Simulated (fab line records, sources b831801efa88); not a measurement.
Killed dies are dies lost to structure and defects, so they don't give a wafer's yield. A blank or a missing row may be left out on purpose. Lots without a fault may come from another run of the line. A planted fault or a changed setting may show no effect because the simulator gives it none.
One fault seen from 2 desks | flow sky130 | each desk has only its own numbers; what lay behind them comes last

THE METROLOGY DESK
What the gauges read, lot by lot, whatever tool the lot ran on: means of the sampled wafers that have a number. A lot is out of limits, marked OUT, if its mean lies more than 4 standard deviations from the usual mean; the brackets give that distance.
Columns: A = POLY_GATE_OXIDATION_THK at SKY_POLY_GATE_THK_MEAS_21, usual 4.00 nm; B = cd_nm at SKY_LDD_P_CD_MEAS_07, usual 379.4 nm; C = LDD_HVP_TW at SKY_LDD_HVP_TW_MEAS_10, usual 452.3
lot  | first seen here | A    | B     | C
L343 | day 18 14:36    | 4.03 | 375.6 | 450.6
L344 | day 18 14:36    | 4.11 | 380.7 | 449.2
L345 | day 18 14:36    | 4.00 | 379.2 | 447.8
L346 | day 19 00:47    | 3.95 | 381.2 | 457.1
L349 | day 19 05:15    | 4.07 | 379.1 | 449.8
L348 | day 19 06:40    | 3.95 | 380.5 | 453.3
L351 | day 19 19:47    | 3.98 | 378.8 | 456.5
L352 | day 20 08:52    | 3.94 | 381.5 | 451.4
L355 | day 21 05:20    | 3.84 | 377.5 | 453.8
L362 | day 23 18:56    | 4.16 | 378.2 | 453.5
L363 | day 24 10:24    | 4.08 | 379.2 | 477.5 (+8.4) OUT
L364 | day 24 14:08    | 4.14 | 378.8 | 472.3 (+6.7) OUT
This desk's finding: out of limits on L363, L364; first on L363, day 29 05:30 (LDD_HVP_TW at SKY_LDD_HVP_TW_MEAS_10). In limits: L343, L344, L345, L346, L349, L348, L351, L352, L355, L362.

THE TOOL OWNER'S DESK: implanter-04
The tool's own readings at SKY_LDD_HVP_IMPLANT_08: means of the sampled wafers that have a number, for each lot that ran on this tool. A lot is out of limits, marked OUT, if its mean lies more than 4 standard deviations from the usual mean; the brackets give that distance.
Columns: A = beam_on_s at SKY_LDD_HVP_IMPLANT_08, usual 9.98 s; B = end_station_pressure_torr at SKY_LDD_HVP_IMPLANT_08, usual 5.09e-06 Torr; C = faraday_current_uA at SKY_LDD_HVP_IMPLANT_08, usual 96.0
lot  | first seen here | A                | B                          | C
L344 | day 23 18:17    | 9.98             | 5.29e-06                   | 95.9
L349 | day 24 06:14    | 9.82             | 4.92e-06                   | 97.4
L351 | day 24 21:56    | 9.84             | 5.11e-06                   | 97.3
L352 | day 25 09:41    | 10.09            | 5.05e-06                   | 95.2
L362 | day 28 16:38    | 9.99             | 5.13e-06                   | 95.9
L363 | day 29 05:17    | 11.57 (+8.4) OUT | 8.05e-05 (+99 or more) OUT | 81.8 (-8.3) OUT
L364 | day 29 09:25    | 11.38 (+7.4) OUT | 8.07e-05 (+99 or more) OUT | 83.0 (-7.6) OUT
This desk's finding: out of limits on L363, L364; first on L363, day 29 05:17 (beam_on_s at SKY_LDD_HVP_IMPLANT_08). In limits: L344, L349, L351, L352, L362.

PUT TOGETHER
The tool owner's desk could have raised an alarm at day 29 05:17, on L363, L364.
The metrology desk could have raised an alarm at day 29 05:30, on L363, L364.
Of the lots named, all ran SKY_LDD_HVP_IMPLANT_08 on implanter-04.

WHAT THE SIMULATOR HAD PUT IN
Process parameter drift: implanter-04, from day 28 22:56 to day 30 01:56, at SKY_LDD_HVP_IMPLANT_08. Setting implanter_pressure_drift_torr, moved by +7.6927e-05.
Process parameter drift: implanter-04, from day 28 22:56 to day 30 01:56, at SKY_LDD_HVP_IMPLANT_08. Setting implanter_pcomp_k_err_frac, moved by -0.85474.
Lots struck among those shown: L363, L364.
Hours from the fault's start to each desk's first reading out of limits: the tool owner's desk, 6; the metrology desk, 7.
